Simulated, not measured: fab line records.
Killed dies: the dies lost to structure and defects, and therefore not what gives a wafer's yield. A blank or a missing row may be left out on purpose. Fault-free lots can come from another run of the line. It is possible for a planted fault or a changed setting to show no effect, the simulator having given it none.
Matching of chambers :: flow sfqLine :: SFQ_TRILAYER_I0_CMP_CMP_028 on cmp-01 has 4 sister chambers
The step polishes SiO2. 7 wafers are shown with their chamber, then 8 later ones without.

== WAFERS PAIRED WITH THEIR CHAMBERS ==
wafer: L617.5
chamber: 1
timeToEndpointS (s): 218
motorCurrentA (A): 9.9

wafer: L618.1
chamber: 1
timeToEndpointS (s): 216
motorCurrentA (A): 10.3

wafer: L618.6
chamber: 2
timeToEndpointS (s): 219
motorCurrentA (A): 9.9

wafer: L619.5
chamber: 2
timeToEndpointS (s): 219
motorCurrentA (A): 9.7

wafer: L620.1
chamber: 3
timeToEndpointS (s): 223
motorCurrentA (A): 10.0

wafer: L620.3
chamber: 0
timeToEndpointS (s): 209
motorCurrentA (A): 10.1

wafer: L620.5
chamber: 3
timeToEndpointS (s): 224
motorCurrentA (A): 10.4

== WAFERS WHOSE CHAMBER IS MISSING ==
wafer: L626.2
timeToEndpointS (s): 207
motorCurrentA (A): 9.6

wafer: L627.3
timeToEndpointS (s): 213
motorCurrentA (A): 10.8

wafer: L635.2
timeToEndpointS (s): 210
motorCurrentA (A): 10.4

wafer: L635.3
timeToEndpointS (s): 219
motorCurrentA (A): 10.6

wafer: L635.4
timeToEndpointS (s): 213
motorCurrentA (A): 9.8

wafer: L636.1
timeToEndpointS (s): 210
motorCurrentA (A): 10.6

wafer: L636.2
timeToEndpointS (s): 214
motorCurrentA (A): 9.8

wafer: L636.3
timeToEndpointS (s): 220
motorCurrentA (A): 9.9

== WHICH CHAMBER EACH ONE RAN IN ==
wafer: L626.2
from the rows above: 0
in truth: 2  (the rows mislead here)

wafer: L627.3
from the rows above: can't be placed: 1 or 0
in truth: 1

wafer: L635.2
from the rows above: 0
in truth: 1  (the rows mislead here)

wafer: L635.3
from the rows above: can't be placed: 1 or 2
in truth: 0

wafer: L635.4
from the rows above: can't be placed: 0 or 1
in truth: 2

wafer: L636.1
from the rows above: 0
in truth: 0

wafer: L636.2
from the rows above: can't be placed: 1 or 2
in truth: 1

wafer: L636.3
from the rows above: 2
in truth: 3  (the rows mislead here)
Correct placement for 1 of the 8. Not placeable from these rows: 4 (in 2, the candidates include the true chamber). Placed wrongly: 3.
How it was worked out, from the rows above alone: a wafer's distance from a chamber is the root of the sum, over the readings, of the square of ((its reading less the chamber's mean) divided by the reading's scatter). The wafer belongs to the nearest chamber; if the next one is less than 2 further off, it can't be placed. Each chamber's mean is taken over the wafers shown for it. The scatter: take each reading less its chamber's mean, square it, sum over the shown wafers, divide by the number of wafers less the number of chambers, and take the root.
